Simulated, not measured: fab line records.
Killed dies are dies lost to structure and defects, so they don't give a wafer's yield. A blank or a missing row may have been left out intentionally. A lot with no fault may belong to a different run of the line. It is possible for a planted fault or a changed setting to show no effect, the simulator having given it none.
A struck lot beside a sound one    flow sfqLine    18 out of 325 route steps
Sound: wafers L541.1, L541.2, L541.5. Struck: wafers L545.1, L545.4, L545.5. The cause comes at the end.
Order at every step that has rows: each side's tool, ch and its chambers, its first start. Under that, the readings that differ: sound wafers    struck wafers    difference of the means    sigmas: that difference in standard deviations of wafers without a fault.
alike: same words and numbers on both sides, and readings whose means sit less than 2 such deviations apart. not compared: any withheld reading, any reading some wafer has no value for, any bound like >300 that may hide the same value, and any number with overlapping values for which the record gives no deviation.
A row with sigmas, a row that says differs or no value, or rows on one side alone: a step with any of these is where the two part. Non-overlapping numbers with no deviation appear without sigmas and do not part them. A reading that every wafer of one side lacks parts them only if that side has two wafers or more.

first, 3 steps without rows for these wafers: SFQ_TRILAYER_L0_LITHO_EXPOSE_006 (exposes mask L0, target cd 2000 nm); SFQ_TRILAYER_L0_LITHO_PEB_008 (peb time 60 s); SFQ_TRILAYER_L0_LITHO_DEVELOP_007 (time 60 s).
SFQ_TRILAYER_L0_BARC_OPEN_METAL_ETCH_010: etches BARC in O2, target depth 125 nm, time 41.7 s.
  sound on rieMetal-04 ch 0,1, day 3 20:59; struck on rieMetal-04 ch 0, day 4 05:23
  alike: drypumpMotorCurrentA, oesProductAu
  not compared: rfHoursCounterH
SFQ_TRILAYER_L0_ETCH_METAL_ETCH_008: etches MoNx KI in SF6/O2, stops on SiO2, target depth 50 nm, time 25 s.
  sound on rieMetal-04 ch 0,1, day 3 21:02; struck on rieMetal-04 ch 0, day 4 05:28
  alike: drypumpMotorCurrentA, oesProductAu
  not compared: rfHoursCounterH
SFQ_TRILAYER_L0_STRIP_STRIP_009: strips in O2.
  sound on rieMetal-04 ch 0,1, day 3 21:05; struck on rieMetal-04 ch 0, day 4 05:31
  alike: drypumpMotorCurrentA, oesProductAu
  not compared: rfHoursCounterH
then, 1 step without rows for these wafers: SFQ_TRILAYER_L0_STRIP_SOLV_CLEAN_010 (cleans in NMP, time 600 s).
SFQ_TRILAYER_L0_CAP_PECVD_011: deposits SiO2 from SiH4/N2O, time 13.333 s, target thk 60 nm.
  sound on pecvd-04 ch 1,2, day 3 21:52; struck on pecvd-01 ch 0,1,2, day 4 06:30
  alike: heaterPowerW, throttleValvePct
then, 4 steps without rows for these wafers: SFQ_TRILAYER_L0_VIA_LITHO_COAT_018 (resist thk 62 nm); SFQ_TRILAYER_L0_VIA_LITHO_COAT_013 (resist thk 650 nm); SFQ_TRILAYER_L0_VIA_LITHO_SOFTBAKE_017; SFQ_TRILAYER_L0_VIA_LITHO_EXPOSE_014 (exposes mask L0V, target cd 700 nm).
SFQ_TRILAYER_L0_VIA_LITHO_PEB_016: peb time 60 s.
  sound on lithoTrack-02 ch 0, day 5 08:31; struck on lithoTrack-02 ch 0, day 5 19:25
then, 1 step without rows for these wafers: SFQ_TRILAYER_L0_VIA_LITHO_DEVELOP_015 (time 60 s).
SFQ_L0V_OVL_MEAS_903:
  sound on overlay-01, day 5 08:49; struck on overlay-02, day 5 19:43
reading       sound      struck  difference  sigmas
L0V_OVL (nm)  -8 -7 -12  6 0 11  +15         +2
SFQ_TRILAYER_L0_VIA_BARC_OPEN_VIA_ETCH_021: etches BARC in O2, target depth 125 nm, time 41.7 s.
  sound on rieDiel-03 ch 0,1,3, day 5 08:51; struck on rieDiel-02 ch 1,3, day 5 19:45
reading              sound              struck             difference  sigmas
model.L0V.cdNm (nm)  699.9 699.3 699.3  712.8 712.4 713.6  +13.4       
  alike: drypumpMotorCurrentA, oesProductAu
  not compared: rfHoursCounterH
SFQ_TRILAYER_L0_VIA_ETCH_VIA_ETCH_016: etches SiO2 in CHF3, stops on MoNx KI, target depth 80 nm.
  sound on rieDiel-03 ch 0,1,3, day 5 08:53; struck on rieDiel-02 ch 1,3, day 5 19:47
reading              sound              struck             difference  sigmas
model.L0V.cdNm (nm)  699.4 698.6 698.6  712.4 712.5 713.4  +13.9       
  alike: drypumpMotorCurrentA, oesProductAu
SFQ_TRILAYER_L0_VIA_STRIP_STRIP_017: strips in O2.
  sound on rieMetal-03 ch 0,1, day 5 08:56; struck on rieMetal-03 ch 0,1, day 5 19:50
  alike: drypumpMotorCurrentA, oesProductAu
  not compared: rfHoursCounterH

== WHERE THEY PART ==
Only at SFQ_L0V_OVL_MEAS_903, within this record. Later steps at which nothing parts them and some readings are alike: SFQ_TRILAYER_L0_VIA_BARC_OPEN_VIA_ETCH_021, SFQ_TRILAYER_L0_VIA_ETCH_VIA_ETCH_016, SFQ_TRILAYER_L0_VIA_STRIP_STRIP_017.

WHY: the cause the simulator had injected
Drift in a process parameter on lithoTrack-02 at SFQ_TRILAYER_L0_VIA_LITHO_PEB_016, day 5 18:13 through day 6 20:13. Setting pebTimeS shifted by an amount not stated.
